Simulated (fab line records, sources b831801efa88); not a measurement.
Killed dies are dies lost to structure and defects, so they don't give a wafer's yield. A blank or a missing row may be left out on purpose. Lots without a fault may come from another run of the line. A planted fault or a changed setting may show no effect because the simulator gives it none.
Which tool did it? | flow gf180mcu | 6 lots, 18 wafers sampled, at 3 steps of a route of 602

WHAT THE GAUGES READ, wafer by wafer
GF_TOP_METAL_RS_MEAS_05: measures by four-point-probe.
lot  | measured     | on            | TOP_METAL_ALCU_RS (ohm/sq)
L429 | day 27 10:50 | film_metro-03 | 0.0321 0.0328 0.0321
L433 | day 28 21:21 | film_metro-03 | 0.0324 0.0326 0.0330
L436 | day 29 22:33 | film_metro-02 | 0.0327 0.0327 0.0324
L439 | day 30 19:53 | film_metro-02 | 0.0329 0.0327 0.0329
L442 | day 31 11:10 | film_metro-02 | 0.0322 0.0328 0.0326
L449 | day 32 23:26 | film_metro-02 | 0.0325 0.0326 0.0328

WHICH TOOL RAN EACH LOT (tool, then ch and the chambers of the sampled wafers, then the start)
lot  | GF_V3_STRIP_19                  | GF_V5_ETCH_16
L429 | wet_bench-01 ch 1, day 22 15:29 | rie_diel-01 ch 0,2,3, day 27 09:12
L433 | wet_bench-03 ch 3, day 24 06:35 | rie_diel-02 ch 0,2,3, day 28 19:40
L436 | wet_bench-03 ch 1, day 25 12:15 | rie_diel-01 ch 2,3, day 29 20:51
L439 | wet_bench-04 ch 2, day 26 11:11 | rie_diel-01 ch 1,2, day 30 18:15
L442 | wet_bench-03 ch 0, day 27 05:12 | rie_diel-01 ch 0,1,2, day 31 09:32
L449 | wet_bench-01 ch 0, day 28 23:10 | rie_diel-03 ch 1,2,3, day 32 21:48
- GF_V3_STRIP_19: strips in post etch residue remover, time 1200 s.
- GF_V5_ETCH_16: etches BARC in N2/H2.

THE ANSWER, worked out from the rows above alone
Rule: what is usual is taken from the lots themselves. Put in order of their means at a reading, lots are off if they are a third of the lots or fewer, leave a main group of 4 or more, and stand apart from it by a gap of 3 or more times the standard deviation of the main group's means; of several such gaps the widest counts. A main group whose means are all the same, to the digits that the tables above print for the reading, isn't used. A lot without any number at a reading at which 4 lots or more have one is off too. The other lots that the step has rows for count as sound.
No lot is off at any reading shown: from this, nothing can be told.

WHAT THE SIMULATOR HAD PUT IN
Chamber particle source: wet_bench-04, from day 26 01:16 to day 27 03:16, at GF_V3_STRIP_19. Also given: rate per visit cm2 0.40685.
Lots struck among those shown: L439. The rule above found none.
